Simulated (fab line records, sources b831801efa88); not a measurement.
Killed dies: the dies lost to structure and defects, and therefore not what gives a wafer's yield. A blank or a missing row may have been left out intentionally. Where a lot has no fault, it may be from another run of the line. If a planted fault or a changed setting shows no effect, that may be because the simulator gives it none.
What tool caused it? / flow gf180mcu / route of 602 steps, sampled at 1 step: 7 lots, 20 wafers

== WHAT THE GAUGES SHOWED, per wafer ==
GF_STI_THK_MEAS_04.
lot=L571; measured=day 2 00:05; on=filmMetro-02; STI_CVD_03_THK (nm)=203.1 202.3 203.7
lot=L573; measured=day 2 09:35; on=filmMetro-02; STI_CVD_03_THK (nm)=207.7 206.8 205.4
lot=L575; measured=day 2 19:58; on=filmMetro-02; STI_CVD_03_THK (nm)=206.4 206.8 206.2
lot=L583; measured=day 4 11:47; on=filmMetro-02; STI_CVD_03_THK (nm)=203.5 204.8
lot=L587; measured=day 5 08:33; on=filmMetro-01; STI_CVD_03_THK (nm)=202.7 201.7 203.0
lot=L590; measured=day 5 23:44; on=filmMetro-02; STI_CVD_03_THK (nm)=207.0 208.1 205.7
lot=L592; measured=day 6 08:34; on=filmMetro-04; STI_CVD_03_THK (nm)=207.2 208.2 206.8

== EACH LOT AND THE TOOL THAT RAN IT (in order: tool; ch and the chambers of the sampled wafers; start) ==
Before these readings, the record contains no process step.

== THE ANSWER, worked out from the rows above alone ==
Rule: the lots themselves supply what counts as usual. Put in order of their means at a reading, lots are off if they are a third of the lots or fewer, leave a main group of 4 or more, and stand apart from it by a gap of 3 or more times the standard deviation of the main group's means; of several such gaps the widest counts. A main group is skipped when, at the precision printed for the reading in the tables above, its means are all equal. A lot without any number at a reading at which 4 lots or more have one is off too. The other lots that the step has rows for count as sound.
No lot is off at any reading shown: from this, nothing can be told.

== WHAT THE SIMULATOR HAD PUT IN ==
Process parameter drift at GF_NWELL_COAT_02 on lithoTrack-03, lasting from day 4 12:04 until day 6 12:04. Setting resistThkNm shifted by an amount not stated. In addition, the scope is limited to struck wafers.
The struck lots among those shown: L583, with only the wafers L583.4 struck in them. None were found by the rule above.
